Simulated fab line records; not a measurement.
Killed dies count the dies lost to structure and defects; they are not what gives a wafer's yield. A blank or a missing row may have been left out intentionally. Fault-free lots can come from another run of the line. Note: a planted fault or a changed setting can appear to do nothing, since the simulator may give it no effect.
A single fault, viewed from 2 desks / flow sky130 / numbers are kept per desk, each desk with only its own; the story behind them comes last

## METROLOGY DESK
Means of the sampled wafers that have a number, per lot and without regard to the tool the lot ran on: this is what the gauges read. Any lot whose mean is over 4 standard deviations away from the usual mean is out of limits and marked OUT; that distance is given in the brackets.
Columns: A = cd_nm at SKY_VT_ADJUST_HVTP_CD_MEAS_07, usual 379.7 nm; B = VT_ADJUST_PCH_TW at SKY_VT_ADJUST_PCH_TW_MEAS_10, usual 142.9; C = LOCAL_INTERCONNECT_OVL at SKY_LOCAL_INTERCONNECT_OVL_MEAS_12, usual 0 nm
lot=L549; first seen here=day 6 04:39; A=377.8; B=141.5; C=-2
lot=L552; first seen here=day 6 21:42; A=380.3; B=140.9; C=4
lot=L553; first seen here=day 7 02:55; A=379.2; B=144.5; C=7
lot=L555; first seen here=day 7 13:24; A=381.3; B=144.3; C=-6
lot=L556; first seen here=day 7 23:51; A=381.7; B=144.4; C=-1
lot=L557; first seen here=day 8 03:08; A=377.2; B=142.6; C=0
lot=L558; first seen here=day 8 10:57; A=384.9; B=143.0; C=-1
lot=L560; first seen here=day 9 02:10; A=380.6; B=142.2; C=8
lot=L561; first seen here=day 9 13:19; A=380.4; B=143.9; C=0
lot=L566; first seen here=day 10 17:40; A=378.2; B=162.6 (+13) OUT; C=6
lot=L568; first seen here=day 11 07:10; A=381.6; B=159.2 (+11) OUT; C=-2
lot=L570; first seen here=day 11 16:10; A=381.6; B=141.5; C=-5
lot=L572; first seen here=day 12 07:25; A=377.0; B=141.5; C=3
This desk's result: L566, L568 out of limits, first on L566 (VT_ADJUST_PCH_TW at SKY_VT_ADJUST_PCH_TW_MEAS_10), day 15 20:56. L549, L552, L553, L555, L556, L557, L558, L560, L561, L570, L572 stayed within limits.

## FOR THE TOOL OWNER'S DESK: implanter-02
The tool's own readings at SKY_VT_ADJUST_PCH_IMPLANT_08: means of the sampled wafers that have a number, for each lot that ran on this tool. Any lot whose mean is over 4 standard deviations away from the usual mean is out of limits and marked OUT; that distance is given in the brackets.
Columns: A = dose_ions_cm2 at SKY_VT_ADJUST_PCH_IMPLANT_08, usual 4.999e+11; B = faraday_current_uA at SKY_VT_ADJUST_PCH_IMPLANT_08, usual 2.81
lot=L556; first seen here=day 12 16:35; A=4.991e+11; B=2.78
lot=L561; first seen here=day 14 13:46; A=5.000e+11; B=2.77
lot=L566; first seen here=day 15 20:41; A=7.677e+11 (+99 or more) OUT; B=4.30 (+28) OUT
lot=L568; first seen here=day 16 14:44; A=7.682e+11 (+99 or more) OUT; B=4.35 (+29) OUT
This desk finds L566, L568 out of limits, L566 being first, at day 15 20:41 (dose_ions_cm2 at SKY_VT_ADJUST_PCH_IMPLANT_08). L556, L561 stayed within limits.

## BROUGHT TOGETHER
On L566, L568, at day 15 20:41, an alarm was possible from the tool owner's desk.
Metrology desk: alarm possible at day 15 20:56 on L566, L568.
On implanter-02, each named lot ran SKY_VT_ADJUST_PCH_IMPLANT_08.

## WHAT HAD BEEN PUT IN BY THE SIMULATOR
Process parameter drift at SKY_VT_ADJUST_PCH_IMPLANT_08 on implanter-02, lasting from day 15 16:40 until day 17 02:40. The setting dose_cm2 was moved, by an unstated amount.
Shown lots that were struck: L566, L568.
Hours from the fault's start to each desk's first reading out of limits: the tool owner's desk, 4; the metrology desk, 4.
